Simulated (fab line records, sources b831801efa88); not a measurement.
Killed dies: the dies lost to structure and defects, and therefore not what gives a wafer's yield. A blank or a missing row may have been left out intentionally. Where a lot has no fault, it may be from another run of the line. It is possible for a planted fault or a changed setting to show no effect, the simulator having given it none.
Chamber matching :: flow sky130 :: SKY_CAPM_CVD_00 on pecvd-01: 3 sister chambers
The step deposits SiO2, target thk 15.5 nm. 18 wafers are shown with their chamber, then 9 later ones without.

== EACH WAFER AND ITS CHAMBER ==
wafer: L309.2
chamber: 0
heater_power_w (W): 790
susceptor_temp_C (C): 399.93

wafer: L309.3
chamber: 2
heater_power_w (W): 690
susceptor_temp_C (C): 399.95

wafer: L309.4
chamber: 1
heater_power_w (W): 758
susceptor_temp_C (C): 400.03

wafer: L311.3
chamber: 1
heater_power_w (W): 768
susceptor_temp_C (C): 400.07

wafer: L311.5
chamber: 2
heater_power_w (W): 669
susceptor_temp_C (C): 400.02

wafer: L311.6
chamber: 0
heater_power_w (W): 799
susceptor_temp_C (C): 400.47

wafer: L313.2
chamber: 1
heater_power_w (W): 650
susceptor_temp_C (C): 399.47

wafer: L313.3
chamber: 0
heater_power_w (W): 808
susceptor_temp_C (C): 399.69

wafer: L313.5
chamber: 1
heater_power_w (W): 654
susceptor_temp_C (C): 400.04

wafer: L316.1
chamber: 0
heater_power_w (W): 776
susceptor_temp_C (C): 400.22

wafer: L316.2
chamber: 1
heater_power_w (W): 717
susceptor_temp_C (C): 400.22

wafer: L316.3
chamber: 2
heater_power_w (W): 576
susceptor_temp_C (C): 400.04

wafer: L324.2
chamber: 2
heater_power_w (W): 643
susceptor_temp_C (C): 399.88

wafer: L324.5
chamber: 1
heater_power_w (W): 789
susceptor_temp_C (C): 399.96

wafer: L324.6
chamber: 2
heater_power_w (W): 643
susceptor_temp_C (C): 400.15

wafer: L325.1
chamber: 0
heater_power_w (W): 773
susceptor_temp_C (C): 400.21

wafer: L325.2
chamber: 1
heater_power_w (W): 745
susceptor_temp_C (C): 399.59

wafer: L325.6
chamber: 0
heater_power_w (W): 767
susceptor_temp_C (C): 400.13

SIGNATURES, as means of the wafers listed above
reading: heater_power_w
chamber 0: 785.50
chamber 1: 725.86
chamber 2: 644.20
scatter within a chamber: 42.3

reading: susceptor_temp_C
chamber 0: 400.1083
chamber 1: 399.9114
chamber 2: 400.0080
scatter within a chamber: 0.239
Rule: for a wafer and a chamber, the distance is found by dividing, reading by reading, the gap between the wafer's reading and the chamber's mean by the reading's scatter, squaring, summing and taking the root. If the next closest chamber is less than 2 further off than the closest, the wafer can't be placed; otherwise it belongs to the closest. The scatter: the root of (the sum of the squares of (reading less its chamber's mean) over the shown wafers, divided by (wafers less chambers)).

== WAFERS WHOSE CHAMBER IS MISSING ==
wafer: L326.1
heater_power_w (W): 753
susceptor_temp_C (C): 400.23

wafer: L326.2
heater_power_w (W): 781
susceptor_temp_C (C): 400.09

wafer: L326.5
heater_power_w (W): 783
susceptor_temp_C (C): 399.93

wafer: L330.3
heater_power_w (W): 604
susceptor_temp_C (C): 399.85

wafer: L330.5
heater_power_w (W): 712
susceptor_temp_C (C): 400.04

wafer: L330.6
heater_power_w (W): 599
susceptor_temp_C (C): 400.25

wafer: L332.2
heater_power_w (W): 694
susceptor_temp_C (C): 400.10

wafer: L332.3
heater_power_w (W): 797
susceptor_temp_C (C): 400.26

wafer: L332.4
heater_power_w (W): 811
susceptor_temp_C (C): 399.68

== EACH ONE'S CHAMBER ==
wafer: L326.1
from the rows above: can't be placed: 0 or 1 or 2
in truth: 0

wafer: L326.2
from the rows above: can't be placed: 0 or 1
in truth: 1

wafer: L326.5
from the rows above: can't be placed: 0 or 1
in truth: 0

wafer: L330.3
from the rows above: can't be placed: 2 or 1
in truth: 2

wafer: L330.5
from the rows above: can't be placed: 1 or 2 or 0
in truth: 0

wafer: L330.6
from the rows above: can't be placed: 2 or 1
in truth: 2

wafer: L332.2
from the rows above: can't be placed: 1 or 2 or 0
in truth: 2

wafer: L332.3
from the rows above: can't be placed: 0 or 1
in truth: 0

wafer: L332.4
from the rows above: can't be placed: 0 or 1
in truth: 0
0 of 9 placed correctly. Can't be placed from these rows: 9 (the true chamber is among the candidates in 9). Placed wrongly: 0.
